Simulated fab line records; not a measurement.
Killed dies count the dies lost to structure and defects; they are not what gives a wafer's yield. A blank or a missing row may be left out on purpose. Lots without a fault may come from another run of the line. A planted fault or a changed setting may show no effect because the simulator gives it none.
Chamber matching :: flow gf180mcu :: 3 sister chambers for GF_V4_CVD_00 on hdpcvd-01
The step deposits SiO2, target thk 600 nm, time 100 s. 3 wafers are shown with their chamber, then 7 later ones without.

== EACH WAFER AND ITS CHAMBER ==
wafer: L401.6
chamber: 1
sih4_flow_sccm (sccm): 59.71

wafer: L412.1
chamber: 2
sih4_flow_sccm (sccm): 60.14

wafer: L412.3
chamber: 0
sih4_flow_sccm (sccm): 59.99

== WAFERS WHOSE CHAMBER IS MISSING ==
wafer: L412.5
sih4_flow_sccm (sccm): 60.04

wafer: L413.1
sih4_flow_sccm (sccm): 60.04

wafer: L413.2
sih4_flow_sccm (sccm): 59.97

wafer: L413.6
sih4_flow_sccm (sccm): 60.23

wafer: L415.1
sih4_flow_sccm (sccm): 60.08

wafer: L415.2
sih4_flow_sccm (sccm): 59.86

wafer: L415.4
sih4_flow_sccm (sccm): 60.14

== CHAMBER TAKEN BY EACH ==
wafer: L412.5
from the rows above: can't be placed: 0 or 2
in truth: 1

wafer: L413.1
from the rows above: can't be placed: 0 or 2
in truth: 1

wafer: L413.2
from the rows above: 0
in truth: 0

wafer: L413.6
from the rows above: 2
in truth: 2

wafer: L415.1
from the rows above: can't be placed: 2 or 0
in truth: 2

wafer: L415.2
from the rows above: can't be placed: 0 or 1
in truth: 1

wafer: L415.4
from the rows above: 2
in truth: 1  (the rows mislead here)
2 of 7 placed correctly. Can't be placed from these rows: 4 (the true chamber is among the candidates in 2). Placed wrongly: 1.
How it was worked out, from the rows above alone: a wafer's distance from a chamber is the root of the sum, over the readings, of the square of ((its reading less the chamber's mean) divided by the reading's scatter). The wafer belongs to the nearest chamber; if the next one is less than 2 further off, it can't be placed. A chamber's mean is the mean of its shown wafers. The scatter: with one shown wafer a chamber, the root of the mean of the squares of how far each hidden wafer lies from its nearest shown one.
